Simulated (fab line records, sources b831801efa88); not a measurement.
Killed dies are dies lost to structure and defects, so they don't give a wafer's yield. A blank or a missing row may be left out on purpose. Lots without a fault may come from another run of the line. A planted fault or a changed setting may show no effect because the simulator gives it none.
A struck lot beside a sound one | flow gf180mcu | 17 steps out of a route of 602
Sound: wafers L370.1, L370.3, L370.5. Struck: wafers L384.1, L384.2, L384.4. The cause comes at the end.
At each step with rows: each side's tool, then ch and its chambers, then its first start. Under that, the readings that differ: sound wafers | struck wafers | difference of the means | sigmas: that difference in standard deviations of wafers without a fault.
alike: readings whose means differ by less than 2 such deviations, and words and numbers that are the same on both sides. not compared: withheld readings, readings that some wafer has no value for, bounds like >300 that may hide the same value, and numbers for which the record gives no deviation and whose values overlap.
The two part at a step that has a row with sigmas, a row that says differs or no value, or rows on one side only. Numbers that don't overlap but have no deviation are shown without sigmas and don't part them. A reading that every wafer of one side lacks parts them only if that side has two wafers or more.

first, 2 steps without rows for these wafers: GF_HV_LDD_PEB_44; GF_HV_LDD_DEVELOP_45 (develop time 60 s).
GF_HV_LDD_CD_MEAS_46: target cd 400 nm.
  sound on cd_sem-02, day 12 08:14; struck on cd_sem-02, day 17 10:50
  alike: cd_nm
GF_HV_LDD_OVL_MEAS_47:
  sound on overlay-01, day 12 08:22; struck on overlay-02, day 17 10:57
  alike: HV_LDD_03_OVL
then, 1 step without rows for these wafers: GF_HV_LDD_IMPLANT_48.
GF_HV_LDD_STRIP_49: strips in O2/N2.
  sound on plasma_asher-03 ch 0, day 12 08:33; struck on plasma_asher-02 ch 0,1, day 17 11:08
  alike: drypump_motor_current_A, heater_power_w, oes_product_au, strip_time_to_endpoint_s
  not compared: rf_hours_counter_h
GF_HV_LDD_TW_MEAS_50:
  sound on film_metro-03, day 12 08:39; struck on film_metro-03, day 17 11:14
  alike: HV_LDD_4_TW
then, 1 step without rows for these wafers: GF_HV_LDD_CLEAN_51 (cleans in SC1/SC2, time 150 s).
GF_HV_LDD_RTA_52: time 10 s.
  sound on rtp_anneal-01 ch 0, day 12 08:46; struck on rtp_anneal-01 ch 0, day 17 11:23
  alike: lamp_power_pct, wafer_temp_C_max
GF_HV_LDD_RS_MEAS_53: measures by four-point-probe.
  sound on film_metro-02, day 12 08:49; struck on film_metro-04, day 17 11:28
  alike: HV_LDD_RS
then, 1 step without rows for these wafers: GF_HV_LDD_CVD_54 (deposits SiO2 from TEOS, target thk 10 nm, time 75 s).
GF_HV_LDD_THK_MEAS_55:
  sound on film_metro-02, day 12 09:58; struck on film_metro-04, day 17 13:07
  alike: HV_LDD_CVD_54_THK
GF_HV_LDD_CVD_56: deposits Si3N4 from DCS/NH3, target thk 90 nm, time 1543 s.
  sound on lpcvd-01 ch 0, day 12 10:01; struck on lpcvd-01 ch 0, day 17 13:40
  reading                                  | sound             | struck            | difference | sigmas
  spike_tc_lower_C (C)                     | 771.2 771.4 771.2 | 765.6 766.5 765.5 | -5.4       | -5
  spike_tc_top_C (C)                       | 781.3 782.2 782.0 | 777.2 777.9 778.6 | -3.9       | -3
  spike_tc_upper_C (C)                     | 768.7 770.5 767.6 | 765.7 764.8 768.7 | -2.5       | -2
  susceptor_temp_C (C)                     | 770.4 770.9 770.5 | 766.8 766.5 766.3 | -4.1       | -14
  model.Si3N4_of_HV_LDD_CVD_56.thk_nm (nm) | 91.72 92.16 91.56 | 83.7 84.8 85.25   | -7.2       |
  alike: zone_power_bottom_pct, zone_power_top_pct
GF_HV_LDD_THK_MEAS_57:
  sound on film_metro-03, day 12 11:27; struck on film_metro-02, day 17 15:06
  reading                | sound          | struck         | difference | sigmas
  HV_LDD_CVD_56_THK (nm) | 91.7 92.1 91.6 | 83.7 84.8 85.2 | -7.2       | -9
GF_HV_LDD_ETCHBACK_58: etches Si3N4 in CH3F/O2, stops on SiO2, time 100 s, target depth 90 nm.
  sound on rie_diel-01 ch 0,2,3, day 12 11:31; struck on rie_diel-02 ch 0,1,2, day 17 15:10
  reading                  | sound             | struck            | difference | sigmas
  oes_product_au (a.u.)    | 0.855 0.853 0.852 | 0.814 0.809 0.813 | -0.041     | -7
  model.etch.depth_nm (nm) | 91.72 92.16 91.56 | 83.7 84.8 85.25   | -7.2       |
  alike: drypump_motor_current_A, throttle_valve_pct
  not compared: rf_hours_counter_h
then, 2 steps without rows for these wafers: GF_NSD_DEHYDRATE_00 (time 60 s); GF_PASSIVATION_PROBE_99.

WHERE THEY PART
First at GF_HV_LDD_CVD_56; last, within this record, at GF_HV_LDD_ETCHBACK_58.

WHY: what the simulator had put in
Process parameter drift: lpcvd-01, from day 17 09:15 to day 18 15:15, at GF_HV_LDD_CVD_56. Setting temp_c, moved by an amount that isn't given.
